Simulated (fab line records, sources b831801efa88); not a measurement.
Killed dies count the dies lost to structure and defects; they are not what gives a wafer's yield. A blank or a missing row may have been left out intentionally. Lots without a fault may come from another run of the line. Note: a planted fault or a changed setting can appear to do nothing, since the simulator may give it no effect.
fab line records	flow sky130
record lots=5	wafers=15	last-day=50
route steps=708 shown METAL3@563 VIA3@573 METAL4@598 CAP2M@603 PAD_OPEN@708
lots untouched by any fault: they come from a run of this same line in which no faults occurred
start-h: hours from the record's opening day to when the first of the lot's shown wafers began	wait-h: hours from the lot's prior step to this one	" same as the row above	L1.1+2: several wafers, shown together as one row	- no value, or no start was given	* or withheld: withheld	< > ~ a bound
route shown NAME@n: NAME is a module with steps in the file, n the number in the route of the first one	usual: the fault-free wafers' mean and standard deviation	same: alike in all rows	chamber/n: place in a boat	sites: the reading at each site	_std_site: standard deviation across them	_edge_site: the outer-site mean with the inner-site mean subtracted	radius-mm: for every site, how far away it sits from the centre of the wafer	mask NAME#n: copy n	behind: the last tool/chamber to shape the wafer	hold: cause of the lot's hold/its duration in hours/its outcome	device: the transistor (n, p or np) that didn't switch	end of line: the tests these same wafers got at the end of their route	a step with no rows: only its recipe	killed: count of dies lost to structure and defects at first sort (not the wafer's yield)	map: dies across one wafer; x = killed, . = not, _ = none there
set.NAME: the run value of the setting; set.NAME@STEP: its run value at that earlier step	model.NAME: the simulator's own value behind a step, which no gauge read
lots seen at some steps along the route; tables by step, rows by wafer
services: when a tool's chamber went out of use (start-h, in hours from the record's first day, below 0 if earlier), for how many hours, and the reason
## steps
# step SKY_METAL3_CD_MEAS_13
# recipe target-cd-nm=300
# usual cd-nm=300.6/1.2
lot.wafer	tool	chamber	start-h	wait-h	cd-nm
L276.4	cd-sem-02	-	898.87	-	301.4
L276.5	"	-	"	"	300.5
L276.6	"	-	"	"	301.1
L280.1	cd-sem-01	-	954.35	-	298.9
L280.2	"	-	"	"	299.4
L280.5	"	-	"	"	300.8
L283.2	cd-sem-02	-	955.69	-	299.3
L283.3	"	-	"	"	301.0
L283.6	"	-	"	"	300.6
L289.2	cd-sem-01	-	991.44	-	300.9
L289.4	"	-	"	"	301.3
L289.5	"	-	"	"	301.2
L298.3	cd-sem-02	-	1046.64	-	297.8
L298.4	"	-	"	"	298.4
L298.6	"	-	"	"	298.5
# step SKY_METAL3_OVL_MEAS_14
# usual METAL3_OVL=4/5.8
lot.wafer	tool	chamber	start-h	wait-h	METAL3_OVL[nm]
L276.4	overlay-02	-	898.95	0.1	4
L276.5	"	-	"	"	-4
L276.6	"	-	"	"	5
L280.1	overlay-01	-	954.47	0.1	-1
L280.2	"	-	"	"	-8
L280.5	"	-	"	"	8
L283.2	overlay-02	-	955.80	0.1	0
L283.3	"	-	"	"	13
L283.6	"	-	"	"	1
L289.2	overlay-02	-	991.55	0.1	11
L289.4	"	-	"	"	7
L289.5	"	-	"	"	10
L298.3	overlay-02	-	1046.76	0.1	10
L298.4	"	-	"	"	7
L298.6	"	-	"	"	6
# step SKY_METAL3_DESCUM_15
# recipe chemistry=O2	source-power-w=150	bias-power-w=0	pressure-mtorr=10	temp-c=40	time-s=8
# step SKY_METAL3_ETCH_16
# recipe chemistry=N2/H2	target=BARC	ion-energy-ev=200	bias-w=100	pressure-mtorr=30	n2-flow-sccm=100	h2-flow-sccm=200	icp-w=500	stop-on=SiO2	time-s=88.2	target-depth-a=600
# step SKY_METAL3_ETCH_17
# recipe target=SiO2	stop-on=TiN	chemistry=C4F8/O2/Ar	source-w=1500	bias-w=1200	pressure-mtorr=40	c4f8-flow-sccm=withheld	O2_flow_sccm=6	Ar_flow_sccm=300	time-s=3.9	target-depth-a=150
# step SKY_METAL3_METAL_ETCH_18
# recipe target-depth-a=8450	stop-on=SiO2	over-etch-frac=0.3	time-s=183.1	chemistry=Cl2/BCl3	resist-sidewall-deg=88	pressure-mtorr=10	icp-w=900	bias-w=48.5	Cl2_flow_sccm=60	bcl3-flow-sccm=30
# step SKY_METAL3_STRIP_19
# recipe chemistry=O2/N2	power-w=1400	pressure-mtorr=1500	platen-temp-c=withheld	o2-flow-sccm=3000	n2-flow-sccm=300	overash-fraction=0.5
# step SKY_METAL3_STRIP_20
# recipe chemistry=post-etch-residue-remover	time-s=1200	temp-c=72.5
# step SKY_METAL3_CLEAN_21
# recipe chemistry=IPA	time-s=180	temp-c=25
# step SKY_METAL3_CLEAN_22
# recipe chemistry=O3/DIW	dry=n2-spin
# step SKY_VIA3_HDPCVD_00
# recipe material=SiO2	target-thk-nm=1635	sigma-open-frac=0.3	time-s=272.5	temp-c=400	sih4-flow-sccm=60	pressure-mtorr=6
# step SKY_VIA3_THK_MEAS_01
# recipe reads=SiO2_of_VIA3_HDPCVD_00
# usual VIA3_HDPCVD_THK=1639/13
lot.wafer	tool	chamber	start-h	wait-h	VIA3_HDPCVD_THK[nm]
L276.4	film-metro-03	-	900.18	0.0	1620
L276.5	"	-	"	"	1622
L276.6	"	-	"	"	1617
L280.1	film-metro-04	-	955.59	0.1	1643
L280.2	"	-	"	"	1649
L280.5	"	-	"	"	1641
L283.2	film-metro-04	-	956.92	0.1	1636
L283.3	"	-	"	"	1610
L283.6	"	-	"	"	1632
L289.2	film-metro-04	-	992.81	0.1	1630
L289.4	"	-	"	"	1635
L289.5	"	-	"	"	1628
L298.3	film-metro-03	-	1047.92	0.1	1636
L298.4	"	-	"	"	1613
L298.6	"	-	"	"	1632
# step SKY_VIA3_CMP_02
# recipe material=SiO2	down-force-psi=4	platen-rpm=60	pad-velocity-m-s=0.94248
# usual motor-current-A=12.1/0.96	platen-rpm=60.00/0.041	slurry-flow-ml-min=150.0/0.46
lot.wafer	tool	chamber	start-h	wait-h	motor-current-A	platen-rpm	slurry-flow-ml-min	model.SiO2_of_VIA3_HDPCVD_00.thk-nm
L276.4	cmp-01	2	900.26	0.1	13.1	59.98	149.6	464.3
L276.5	"	1	"	"	12.1	59.99	150.1	465.4
L276.6	"	2	"	"	12.8	59.95	149.8	465.2
L280.1	cmp-01	0	955.75	0.1	12.7	60.00	150.0	464.3
L280.2	"	1	"	"	11.4	60.03	150.1	463.9
L280.5	"	2	"	"	12.2	60.01	150.5	464.5
L283.3	cmp-02	3	957.02	0.1	12.4	60.05	149.8	464.9
L283.2	"	0	"	"	12.8	60.07	149.8	467.1
L283.6	"	3	"	"	12.0	60.14	149.8	464.5
L289.4	cmp-02	0	992.96	0.1	13.3	60.00	150.7	465.9
L289.2	"	1	"	"	13.0	60.08	149.8	464.3
L289.5	"	3	"	"	12.4	60.05	150.0	463.8
L298.3	cmp-01	3	1047.96	0.0	10.2	59.98	149.5	466.5
L298.4	"	2	"	"	12.8	60.03	149.7	431.5
L298.6	"	0	"	"	13.0	60.04	149.9	466
# step SKY_VIA3_BOW_MEAS_03
# recipe mode=bow
# usual VIA3_BOW=82/7.5
lot.wafer	tool	chamber	start-h	wait-h	VIA3_BOW[um]
L276.4	film-metro-04	-	900.57	0.3	81
L276.5	"	-	"	"	86
L276.6	"	-	"	"	77
L280.1	film-metro-03	-	955.95	0.1	79
L280.2	"	-	"	"	70
L280.5	"	-	"	"	79
L283.2	film-metro-04	-	957.29	0.2	86
L283.3	"	-	"	"	91
L283.6	"	-	"	"	79
L289.2	film-metro-03	-	993.18	0.1	85
L289.4	"	-	"	"	84
L289.5	"	-	"	"	73
L298.3	film-metro-03	-	1048.30	0.3	94
L298.4	"	-	"	"	96
L298.6	"	-	"	"	87
# step SKY_VIA3_DEHYDRATE_04
# recipe temp-c=200	time-s=60
# step SKY_VIA3_HMDS_05
# recipe prime-time-s=60	prime-temp-c=120
# step SKY_VIA3_COAT_06
# recipe resist=BARC	temp-c=withheld	time-s=withheld	spin-rpm=3000	resist-thk-nm=60
# step SKY_VIA3_COAT_07
# recipe resist=KrF-thick	spin-rpm=3000	resist-thk-nm=450
# step SKY_VIA3_SOFTBAKE_08
# recipe temp-c=100	time-s=90	resist=KrF-thick
# step SKY_VIA3_EXPOSE_09
# recipe mask-id=VIM3	na=0.8	source-shape=annular	sigma-inner=0.55	sigma-outer=0.85	target-cd-nm=200	dose-mj=38
# step SKY_VIA3_PEB_10
# recipe peb-temp-c=withheld	peb-time-s=withheld	resist=KrF-thick
# step SKY_VIA3_DEVELOP_11
# recipe develop-time-s=60	resist=KrF-thick	dev-temp-c=21
# step SKY_VIA3_CD_MEAS_12
# recipe target-cd-nm=200
# usual cd-nm=200.0/1.5
lot.wafer	tool	chamber	start-h	wait-h	cd-nm
L276.4	cd-sem-01	-	925.35	-	201.8
L276.5	"	-	"	"	201.1
L276.6	"	-	"	"	200.6
L280.1	cd-sem-02	-	980.00	-	199.2
L280.2	"	-	"	"	199.8
L280.5	"	-	"	"	199.6
L283.2	cd-sem-02	-	981.42	-	199.4
L283.3	"	-	"	"	199.0
L283.6	"	-	"	"	199.7
L289.2	cd-sem-02	-	1016.22	-	200.3
L289.4	"	-	"	"	200.9
L289.5	"	-	"	"	200.0
L298.3	cd-sem-01	-	1069.33	-	200.0
L298.4	"	-	"	"	199.8
L298.6	"	-	"	"	200.1
# step SKY_VIA3_OVL_MEAS_13
# usual VIA3_OVL=-4/5.5
lot.wafer	tool	chamber	start-h	wait-h	VIA3_OVL[nm]
L276.4	overlay-02	-	925.43	0.1	-1
L276.5	"	-	"	"	2
L276.6	"	-	"	"	-6
L280.1	overlay-01	-	980.12	0.1	-1
L280.2	"	-	"	"	-5
L280.5	"	-	"	"	-8
L283.2	overlay-01	-	981.53	0.1	5
L283.3	"	-	"	"	1
L283.6	"	-	"	"	4
L289.2	overlay-01	-	1016.33	0.1	6
L289.4	"	-	"	"	4
L289.5	"	-	"	"	-9
L298.3	overlay-01	-	1069.42	0.1	-5
L298.4	"	-	"	"	-4
L298.6	"	-	"	"	-3
# step SKY_VIA3_ETCH_14
# recipe chemistry=N2/H2	target=BARC	ion-energy-ev=200	source-w=500	bias-w=100	pressure-mtorr=30	n2-flow-sccm=100	h2-flow-sccm=200	stop-on=SiO2	time-s=45.9	target-depth-a=600
# step SKY_VIA3_ETCH_15
# recipe target=SiO2	chemistry=C4F8/O2/Ar	target-depth-nm=507	stop-on=TiN	mask-material=KrF-thick	source-w=1500	bias-w=1200	pressure-mtorr=40	c4f8-flow-sccm=withheld	O2_flow_sccm=6	Ar_flow_sccm=300	time-s=78
# usual oes-product-au=0.945/0.0046
lot.wafer	tool	chamber	start-h	wait-h	oes-product-au	model.VIA3.feature-depth-nm	model.etch.depth-nm
L276.4	rie-diel-03	3	925.49	0.0	0.941	464.3	464.3
L276.5	"	3	"	"	0.941	465.4	465.4
L276.6	"	2	"	"	0.943	465.2	465.2
L280.1	rie-diel-03	2	980.20	0.0	0.947	464.3	464.3
L280.2	"	1	"	"	0.938	463.9	463.9
L280.5	"	3	"	"	0.956	464.5	464.5
L283.2	rie-diel-02	3	981.60	0.0	0.944	467.1	467.1
L283.3	"	0	"	"	0.943	464.9	464.9
L283.6	"	1	"	"	0.945	464.5	464.5
L289.2	rie-diel-02	0	1016.40	0.0	0.944	464.3	464.3
L289.4	"	1	"	"	0.947	465.9	465.9
L289.5	"	0	"	"	0.940	463.8	463.8
L298.3	rie-diel-03	2	1069.49	0.0	0.951	466.5	466.5
L298.4	"	0	"	"	0.905	431.5	431.5
L298.6	"	2	"	"	0.947	466	466
# step SKY_VIA3_STRIP_16
# recipe chemistry=O2/N2	power-w=1400	pressure-mtorr=1500	platen-temp-c=withheld	o2-flow-sccm=3000	n2-flow-sccm=300	overash-fraction=0.5
# usual drypump-motor-current-A=5.28/0.26	oes-product-au=0.402/0.0046	strip-time-to-endpoint-s=4.131/0.024
# same overash-fraction=0.5
lot.wafer	tool	chamber	start-h	wait-h	drypump-motor-current-A	oes-product-au	rf-hours-counter-h	strip-time-to-endpoint-s
L276.4	plasma-asher-02	1	925.58	0.1	5.13	0.399	-	4.139
L276.5	"	0	"	"	5.64	0.403	-	4.128
L276.6	"	1	"	"	5.12	0.396	-	4.112
L280.1	plasma-asher-03	1	980.26	0.0	4.94	0.401	88	4.117
L280.2	"	0	"	"	5.41	0.404	88	4.169
L280.5	"	0	"	"	5.41	0.400	-	4.159
L283.2	plasma-asher-01	1	981.66	0.0	5.55	0.409	56	4.152
L283.3	"	0	"	"	5.14	0.403	-	4.156
L283.6	"	0	"	"	5.13	0.404	-	4.164
L289.2	plasma-asher-03	1	1016.46	0.0	4.95	0.397	92	4.140
L289.4	"	1	"	"	4.95	0.404	-	4.138
L289.5	"	1	"	"	4.94	0.403	-	4.157
L298.3	plasma-asher-03	0	1069.58	0.1	5.47	0.402	-	4.092
L298.4	"	1	"	"	4.96	0.399	-	4.137
L298.6	"	1	"	"	4.97	0.402	-	4.118
# step SKY_VIA3_STRIP_17
# recipe chemistry=post-etch-residue-remover	time-s=1200	temp-c=72.5
# step SKY_VIA3_CLEAN_18
# recipe chemistry=IPA	time-s=180	temp-c=25
# step SKY_VIA3_CLEAN_19
# recipe chemistry=O3/DIW	dry=n2-spin
# step SKY_VIA3_SPUTTER_20
# recipe material=TiN	target-thk-nm=20	chamber-pressure-pa=5	power-w=4000	time-s=80
# usual throttle-valve-pct=29.9/0.82
lot.wafer	tool	chamber	start-h	wait-h	throttle-valve-pct
L276.4	pvd-sputter-01	-	926.14	0.0	28.8
L276.5	"	-	"	"	28.9
L276.6	"	-	"	"	30.7
L280.1	pvd-sputter-04	-	980.89	0.0	28.8
L280.2	"	-	"	"	29.6
L280.5	"	-	"	"	29.5
L283.2	pvd-sputter-04	-	982.26	0.0	28.8
L283.3	"	-	"	"	30.8
L283.6	"	-	"	"	30.4
L289.2	pvd-sputter-02	-	1017.06	0.0	30.5
L289.4	"	-	"	"	28.6
L289.5	"	-	"	"	30.0
L298.3	pvd-sputter-04	-	1070.21	0.0	29.6
L298.4	"	-	"	"	31.0
L298.6	"	-	"	"	29.8
# step SKY_VIA3_CVD_21
# recipe material=W	target-thk-nm=390	time-s=117.31	temp-c=400	pressure-torr=40
# step SKY_VIA3_RS_MEAS_22
# recipe thk-meas-gauge=four-point-probe	reads=W_of_VIA3_CVD_21+TiN_of_VIA3_SPUTTER_20
# usual VIA3_W_RS=0.2943/0.0028
lot.wafer	tool	chamber	start-h	wait-h	VIA3_W_RS[ohm/sq]
L276.4	film-metro-01	-	926.38	0.1	0.2942
L276.5	"	-	"	"	0.2954
L276.6	"	-	"	"	0.2986
L280.1	film-metro-01	-	981.07	0.1	0.2934
L280.2	"	-	"	"	0.2955
L280.5	"	-	"	"	0.2958
L283.2	film-metro-03	-	982.47	0.1	0.2920
L283.3	"	-	"	"	0.2958
L283.6	"	-	"	"	0.2938
L289.2	film-metro-04	-	1017.27	0.1	0.2897
L289.4	"	-	"	"	0.2913
L289.5	"	-	"	"	0.2901
L298.3	film-metro-03	-	1070.43	0.1	0.2951
L298.4	"	-	"	"	0.2976
L298.6	"	-	"	"	0.2958
# step SKY_VIA3_THK_MEAS_23
# recipe thk-meas-gauge=xrf	reads=W_of_VIA3_CVD_21
# usual VIA3_W_THK=398/5.2
lot.wafer	tool	chamber	start-h	wait-h	VIA3_W_THK[nm]
L276.4	film-metro-01	-	926.47	0.1	393
L276.5	"	-	"	"	393
L276.6	"	-	"	"	389
L280.1	film-metro-01	-	981.19	0.1	397
L280.2	"	-	"	"	391
L280.5	"	-	"	"	394
L283.2	film-metro-03	-	982.58	0.1	401
L283.3	"	-	"	"	395
L283.6	"	-	"	"	398
L289.2	film-metro-04	-	1017.38	0.1	410
L289.4	"	-	"	"	403
L289.5	"	-	"	"	401
L298.3	film-metro-03	-	1070.53	0.1	395
L298.4	"	-	"	"	394
L298.6	"	-	"	"	395
# step SKY_VIA3_CMP_24
# recipe stop-on=SiO2	t-overpolish-s=20	down-force-psi=3.5	platen-rpm=60	target-thk-nm=0	pad-velocity-m-s=0.94248
# usual motor-current-A=11.0/0.89	platen-rpm=60.01/0.037	slurry-flow-ml-min=150.0/0.47
lot.wafer	tool	chamber	start-h	wait-h	motor-current-A	platen-rpm	slurry-flow-ml-min
L276.4	cmp-02	2	926.50	0.0	11.3	60.01	150.6
L276.5	"	2	"	"	11.0	59.98	150.2
L276.6	"	3	"	"	10.7	59.99	149.3
L280.1	cmp-01	0	981.52	0.3	12.0	60.00	150.4
L280.2	"	1	"	"	10.6	59.99	150.2
L280.5	"	2	"	"	12.0	60.04	149.9
L283.2	cmp-01	3	982.68	0.1	9.5	60.01	150.0
L283.3	"	0	"	"	12.0	59.99	149.9
L283.6	"	3	"	"	9.0	60.08	149.6
L289.4	cmp-01	2	1017.48	0.1	11.8	59.96	150.4
L289.2	"	0	"	"	11.4	60.05	149.6
L289.5	"	1	"	"	10.4	59.94	150.0
L298.4	cmp-02	0	1070.62	0.1	11.7	60.04	149.9
L298.3	"	2	"	"	11.8	60.06	150.2
L298.6	"	3	"	"	11.2	60.03	149.9
# step SKY_METAL4_SPUTTER_00
# recipe material=Ti	target-thk-nm=15	power-w=3000	time-s=10	chamber-pressure-pa=0.4
# step SKY_METAL4_SPUTTER_01
# recipe material=TiN	target-thk-nm=20	power-w=6500	time-s=16.7	chamber-pressure-pa=0.4
# step SKY_METAL4_SPUTTER_02
# recipe material=AlCu	target-thk-nm=735	power-w=10600	time-s=39.1	chamber-pressure-pa=0.4
# usual throttle-valve-pct=30.1/0.72
lot.wafer	tool	chamber	start-h	wait-h	throttle-valve-pct
L276.4	pvd-sputter-02	-	926.85	0.0	30.3
L276.5	"	-	"	"	30.6
L276.6	"	-	"	"	29.9
L280.1	pvd-sputter-03	-	981.76	0.0	30.6
L280.2	"	-	"	"	30.8
L280.5	"	-	"	"	30.0
L283.2	pvd-sputter-01	-	982.97	0.0	30.8
L283.3	"	-	"	"	30.7
L283.6	"	-	"	"	28.8
L289.2	pvd-sputter-03	-	1017.77	0.0	30.9
L289.4	"	-	"	"	31.1
L289.5	"	-	"	"	30.2
L298.3	pvd-sputter-02	-	1070.92	0.0	30.6
L298.4	"	-	"	"	28.5
L298.6	"	-	"	"	30.5
# step SKY_METAL4_SPUTTER_03
# recipe material=Ti	target-thk-nm=5	power-w=3000	time-s=3.3	chamber-pressure-pa=0.4
# usual throttle-valve-pct=30.2/0.74
lot.wafer	tool	chamber	start-h	wait-h	throttle-valve-pct
L276.4	pvd-sputter-02	-	926.89	0.0	30.2
L276.5	"	-	"	"	30.6
L276.6	"	-	"	"	29.9
L280.1	pvd-sputter-03	-	981.80	0.0	31.0
L280.2	"	-	"	"	30.5
L280.5	"	-	"	"	30.1
L283.2	pvd-sputter-01	-	983.01	0.0	30.6
L283.3	"	-	"	"	31.0
L283.6	"	-	"	"	28.9
L289.2	pvd-sputter-03	-	1017.81	0.0	30.4
L289.4	"	-	"	"	31.0
L289.5	"	-	"	"	29.9
L298.3	pvd-sputter-02	-	1070.96	0.0	30.6
L298.4	"	-	"	"	28.4
L298.6	"	-	"	"	31.0
# step SKY_METAL4_SPUTTER_04
# recipe material=TiN	target-thk-nm=70	power-w=6500	time-s=58.3	chamber-pressure-pa=0.4
# step SKY_CAP2M_CVD_00
# recipe material=SiO2	target-thk-nm=15.5	temp-c=400	time-s=withheld	rf-w=450
# step SKY_CAP2M_THK_MEAS_01
# recipe reads=SiO2_of_CAP2M_CVD_00
# usual CAP2M_CVD_00_THK=15.46/0.25
lot.wafer	tool	chamber	start-h	wait-h	CAP2M_CVD_00_THK[nm]
L276.4	film-metro-02	-	927.01	-	15.92
L276.5	"	-	"	"	15.70
L276.6	"	-	"	"	15.71
L280.1	film-metro-03	-	981.89	-	15.41
L280.2	"	-	"	"	15.31
L280.5	"	-	"	"	15.35
L283.2	film-metro-01	-	983.11	-	15.69
L283.3	"	-	"	"	15.54
L283.6	"	-	"	"	15.89
L289.2	film-metro-02	-	1017.91	-	15.23
L289.4	"	-	"	"	15.41
L289.5	"	-	"	"	15.36
L298.3	film-metro-01	-	1071.07	-	15.19
L298.4	"	-	"	"	15.40
L298.6	"	-	"	"	15.66
# step SKY_METAL4_METAL_ETCH_18
# recipe target-depth-a=8450	stop-on=SiO2	over-etch-frac=0.3	time-s=183.1	chemistry=Cl2/BCl3	resist-sidewall-deg=88	pressure-mtorr=10	icp-w=900	bias-w=48.5	Cl2_flow_sccm=60	bcl3-flow-sccm=30
# usual drypump-motor-current-A=5.98/0.3	he-backside-leak-sccm=3.4/0.4	oes-product-au=0.865/0.0063	throttle-valve-pct=22.264/0.0093
lot.wafer	tool	chamber	start-h	wait-h	drypump-motor-current-A	he-backside-leak-sccm	oes-product-au	rf-hours-counter-h	throttle-valve-pct	model.SiO2_of_VIA3_HDPCVD_00.thk-nm
L276.4	rie-metal-04	1	976.52	0.1	6.34	3.1	0.866	-	22.263	434.4
L276.5	"	1	"	"	6.35	3.1	0.861	-	22.271	435.6
L276.6	"	0	"	"	5.41	3.7	0.869	-	22.276	435.9
L280.1	rie-metal-04	0	1028.68	0.0	5.42	3.2	0.851	10	22.281	434.9
L280.2	"	1	"	"	6.33	3.2	0.859	12	22.255	434.1
L280.5	"	0	"	"	5.38	3.4	0.854	-	22.273	434.9
L283.2	rie-metal-01	0	1030.75	0.0	6.20	3.6	0.865	9	22.264	437.8
L283.3	"	1	"	"	6.03	3.4	0.855	-	22.275	435.1
L283.6	"	1	"	"	6.03	3.3	0.864	-	22.261	434.8
L289.2	rie-metal-01	1	1063.28	0.0	5.98	3.4	0.863	20	22.272	434.4
L289.4	"	1	"	"	6.06	3.3	0.871	-	22.272	435.6
L289.5	"	1	"	"	6.02	3.5	0.876	-	22.271	433.8
L298.3	rie-metal-04	1	1113.15	0.1	6.34	3.2	0.863	-	22.274	436.8
L298.4	"	0	"	"	5.39	3.3	0.866	-	22.271	401.9
L298.6	"	0	"	"	5.39	3.1	0.857	-	22.266	436.5
# step SKY_PAD_OPEN_PROBE_99
# usual defect-limited-yield=82.2/1.9	killed_at_M0_to_M3=43/6.5	killed_at_M4_up=3.5/1.9	killed-at-contacts=24/5.4	killed-at-front-end=16/4.8	killed-at-other=0.4/0.64	killed-dies=87/9.4	killed-open=47/7	killed-short=40/6.3	sort_bin_3_pad_short=0.9/0.4	sort_bin_5_function=10.5/1.4	sort_bin_6_memory=6.3/1.1	sort-n-pass=405/9.4	sort-yield-pct=82.2/1.9
# same gross-dies=492	killed-at-back-side=0	sort_bin_4_leakage[%]=0	sort_bin_8_speed[%]=0
lot.wafer	tool	chamber	start-h	wait-h	defect-limited-yield[%]	killed_at_M0_to_M3	killed_at_M4_up	killed-at-contacts	killed-at-front-end	killed-at-other	killed-dies	killed-open	killed-short	sort_bin_3_pad_short[%]	sort_bin_5_function[%]	sort_bin_6_memory[%]	sort-n-pass	sort-yield-pct[%]
L283.2	prober-02	-	1121.46	0.1	82.3	44	6	16	21	0	87	42	45	1.6	11.2	4.9	405	82.3
L283.3	prober-02	-	1121.51	0.2	79.7	42	7	27	24	0	100	47	53	2.0	10.6	7.7	392	79.7
L283.6	prober-02	-	1121.66	0.2	85.6	39	2	17	13	0	71	39	32	0.4	8.3	5.7	421	85.6
# killed by level:class
L283.2 VIA1:geometric-particle:open=10 VIA1:geometric-particle:short=8 POLY_GATE:geometric-particle:open=7 VIA2:geometric-particle:open=6 METAL1:geometric-particle:short=5 FIELD_ISO:geometric-particle:short=4 POLY_GATE:geometric-particle:short=4 VIA2:geometric-particle:short=4
L283.3 VIA1:geometric-particle:open=12 CONTACT:geometric-particle:short=8 METAL1:geometric-particle:short=8 VIA1:geometric-particle:short=8 FIELD_ISO:geometric-particle:open=7 LI_CONTACT:geometric-particle:open=7 POLY_GATE:geometric-particle:open=6 CONTACT:geometric-particle:open=5
L283.6 VIA3:geometric-particle:open=10 VIA1:geometric-particle:open=7 VIA2:geometric-particle:open=7 FIELD_ISO:geometric-particle:short=6 LI_CONTACT:geometric-particle:open=6 CONTACT:geometric-particle:short=4 VIA1:geometric-particle:short=4 CONTACT:geometric-particle:open=3
## services
tool	chamber	start-h	hours	kind
pvd-sputter-04	-	879.08	1.4	repair
rie-metal-04	1	886.63	3.6	repair
cmp-02	-	887.99	2.6	repair
plasma-asher-03	-	889.01	2.0	repair
rie-metal-04	-	895.03	2.8	pm
cmp-02	-	912.00	4.0	pm
cmp-02	-	916.32	6.9	pm
plasma-asher-03	-	924.04	1.0	repair
pvd-sputter-04	-	933.97	2.4	repair
pvd-sputter-03	-	943.03	1.7	repair
pvd-sputter-02	-	982.11	11.9	repair
pvd-sputter-03	-	994.44	5.8	repair
cmp-02	-	994.74	6.1	pm
pvd-sputter-03	-	995.29	14.7	repair
rie-diel-03	-	995.79	3.9	repair
rie-metal-04	-	1003.65	1.4	pm
pvd-sputter-04	-	1005.31	0.9	repair
cmp-02	-	1014.51	2.5	repair
cmp-02	-	1068.86	0.3	repair
cmp-01	-	1076.72	0.4	repair
cmp-01	-	1081.59	4.0	pm
pvd-sputter-02	-	1084.25	1.9	repair
cmp-02	-	1091.41	5.5	repair
cmp-02	-	1101.00	1.1	repair
## key
first-sign step=SKY_VIA3_ETCH_15	reading=oes-product-au	direction=down	sigmas=8.9	usual=0.945	struck=0.905
effect none on later readings
model-effect step=SKY_VIA3_CMP_02	value=SiO2_of_VIA3_HDPCVD_00.thk-nm	without=466.4	struck=431.5
model-effect step=SKY_VIA3_ETCH_15	value=VIA3.feature-depth-nm	without=466.4	struck=431.5
model-effect step=SKY_METAL4_METAL_ETCH_18	value=SiO2_of_VIA3_HDPCVD_00.thk-nm	without=436.8	struck=401.9
met-at SKY_VIA3_CMP_02
struck-wafers L298.4
onset-between 955.75 1047.96
fault kind=process-parameter-drift	tool=cmp-01	chamber=-	onset-h=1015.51	steps=SKY_VIA3_CMP_02	channel=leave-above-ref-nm	offset=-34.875	shape=step	end-h=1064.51	scope=struck-wafers-only	acts-in=these-recipes-only	stated=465
